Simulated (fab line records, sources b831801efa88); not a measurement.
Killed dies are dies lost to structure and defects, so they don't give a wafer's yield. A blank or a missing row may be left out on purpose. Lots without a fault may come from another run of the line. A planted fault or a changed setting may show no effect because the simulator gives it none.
Which tool did it? | flow sky130 | 13 lots, 39 wafers sampled, at 4 steps of a route of 708

WHAT THE GAUGES READ, wafer by wafer
SKY_SONOS_ONO_THK_MEAS_05.
lot  | measured     | on            | SONOS_ONO_CVD_04_THK (nm)
L288 | day 12 09:52 | film_metro-01 | 5.77 5.66 5.64
L289 | day 12 13:55 | film_metro-03 | 5.65 5.66 5.59
L290 | day 13 04:26 | film_metro-03 | 5.69 5.83 5.83
L291 | day 13 15:46 | film_metro-03 | 5.66 5.69 5.76
L294 | day 14 18:36 | film_metro-03 | 5.87 5.63 5.73
L295 | day 14 22:56 | film_metro-02 | 5.44 5.61 5.54
L301 | day 17 07:31 | film_metro-02 | 5.68 5.72 5.69
L302 | day 17 07:32 | film_metro-01 | 5.56 5.61 5.63
L303 | day 17 19:03 | film_metro-01 | 5.65 5.60 5.66
L304 | day 18 04:08 | film_metro-01 | 5.62 5.56 5.59
L305 | day 18 09:20 | film_metro-01 | 5.73 5.74 5.71
L306 | day 18 10:35 | film_metro-03 | 6.00 6.00 5.92
L307 | day 18 19:49 | film_metro-03 | 5.89 5.64 5.83

SKY_SONOS_ONO_OVL_MEAS_14.
lot  | measured     | on         | SONOS_ONO_OVL (nm)
L288 | day 13 09:35 | overlay-02 | 0.5 2.5 0.9
L289 | day 13 14:40 | overlay-02 | 2.8 -0.5 -0.5
L290 | day 14 06:35 | overlay-02 | 1.3 0.7 1.5
L291 | day 14 18:10 | overlay-01 | 0.8 1.7 1.1
L294 | day 15 21:11 | overlay-01 | 1.3 1.3 0.6
L295 | day 16 02:05 | overlay-01 | -0.2 1.1 0.1
L301 | day 18 13:02 | overlay-02 | 0.3 0.2 0.1
L302 | day 18 13:23 | overlay-02 | -1.8 -3.1 -2.0
L303 | day 19 00:26 | overlay-01 | 1.1 0.9 -0.9
L304 | day 19 10:46 | overlay-01 | -0.2 -1.6 -0.5
L305 | day 19 16:16 | overlay-01 | 0.4 1.0 0.0
L306 | day 19 17:31 | overlay-01 | 1.0 0.8 -0.7
L307 | day 20 02:29 | overlay-01 | -0.3 -0.9 -0.3

SKY_RES_PROTECT_TW_MEAS_08.
lot  | measured     | on            | POLY_GATE_TW
L288 | day 16 01:34 | film_metro-03 | 4096 4074 4088
L289 | day 16 04:28 | film_metro-04 | 4076 4058 4047
L290 | day 17 00:04 | film_metro-01 | 4053 4077 4075
L291 | day 17 08:58 | film_metro-01 | 4045 4052 4048
L294 | day 18 12:17 | film_metro-01 | 4030 4035 4028
L295 | day 18 18:36 | film_metro-03 | 4101 4108 4074
L301 | day 21 07:59 | film_metro-01 | 4011 4011 4047
L302 | day 21 11:17 | film_metro-01 | 4024 4023 4039
L303 | day 21 18:16 | film_metro-03 | 4078 4092 4068
L304 | day 22 08:52 | film_metro-03 | 4061 4037 4056
L305 | day 22 15:57 | film_metro-03 | 4030 4048 4021
L306 | day 22 14:46 | film_metro-04 | 4003 3990 4031
L307 | day 22 21:43 | film_metro-03 | 4028 4039 4032

WHICH TOOL RAN EACH LOT (tool, then ch and the chambers of the sampled wafers, then the start)
lot  | SKY_GATE_OXIDE_EXPOSE_07
L288 | iline_stepper-01 ch 0, day 14 00:40
L289 | iline_stepper-01 ch 0, day 14 05:16
L290 | iline_stepper-02 ch 0, day 15 01:44
L291 | iline_stepper-01 ch 0, day 15 12:02
L294 | iline_stepper-01 ch 0, day 16 13:03
L295 | iline_stepper-02 ch 0, day 16 18:44
L301 | iline_stepper-01 ch 0, day 19 06:14
L302 | iline_stepper-01 ch 0, day 19 07:47
L303 | iline_stepper-01 ch 0, day 19 18:14
L304 | iline_stepper-01 ch 0, day 20 05:34
L305 | iline_stepper-01 ch 0, day 20 13:25
L306 | iline_stepper-02 ch 0, day 20 13:11
L307 | iline_stepper-02 ch 0, day 20 21:22
- SKY_GATE_OXIDE_EXPOSE_07: exposes mask LVOM, target cd 600 nm.

WHAT THE TOOLS THEMSELVES READ (means of the sampled wafers that have a number; where no wafer has one, the mark that the record gives instead)
SKY_GATE_OXIDE_EXPOSE_07.
lot  | tool             | focus_offset_nm (nm) | reticle_temp_C (C)
L288 | iline_stepper-01 | 0.2                  | 22.91
L289 | iline_stepper-01 | 0.6                  | 22.91
L290 | iline_stepper-02 | 0.0                  | 22.99
L291 | iline_stepper-01 | -0.1                 | 23.00
L294 | iline_stepper-01 | -0.6                 | 23.05
L295 | iline_stepper-02 | 0.8                  | 22.95
L301 | iline_stepper-01 | 0.1                  | 23.03
L302 | iline_stepper-01 | 0.4                  | 23.09
L303 | iline_stepper-01 | 0.1                  | 22.99
L304 | iline_stepper-01 | 0.6                  | 22.93
L305 | iline_stepper-01 | -0.6                 | 23.04
L306 | iline_stepper-02 | -0.0                 | 23.07
L307 | iline_stepper-02 | 0.1                  | 22.87

THE ANSWER, worked out from the rows above alone
Rule: what is usual is taken from the lots themselves. Put in order of their means at a reading, lots are off if they are a third of the lots or fewer, leave a main group of 4 or more, and stand apart from it by a gap of 3 or more times the standard deviation of the main group's means; of several such gaps the widest counts. A main group whose means are all the same, to the digits that the tables above print for the reading, isn't used. A lot without any number at a reading at which 4 lots or more have one is off too. The other lots that the step has rows for count as sound. The gauges are gone through in route order, then the tools' own readings, and for those a lot's mean is taken as printed above. The first step at which some lot is off is used, and at that step the reading that is off furthest; a lot without a number counts as furthest.
No lot is off at any reading shown: from this, nothing can be told.

WHAT THE SIMULATOR HAD PUT IN
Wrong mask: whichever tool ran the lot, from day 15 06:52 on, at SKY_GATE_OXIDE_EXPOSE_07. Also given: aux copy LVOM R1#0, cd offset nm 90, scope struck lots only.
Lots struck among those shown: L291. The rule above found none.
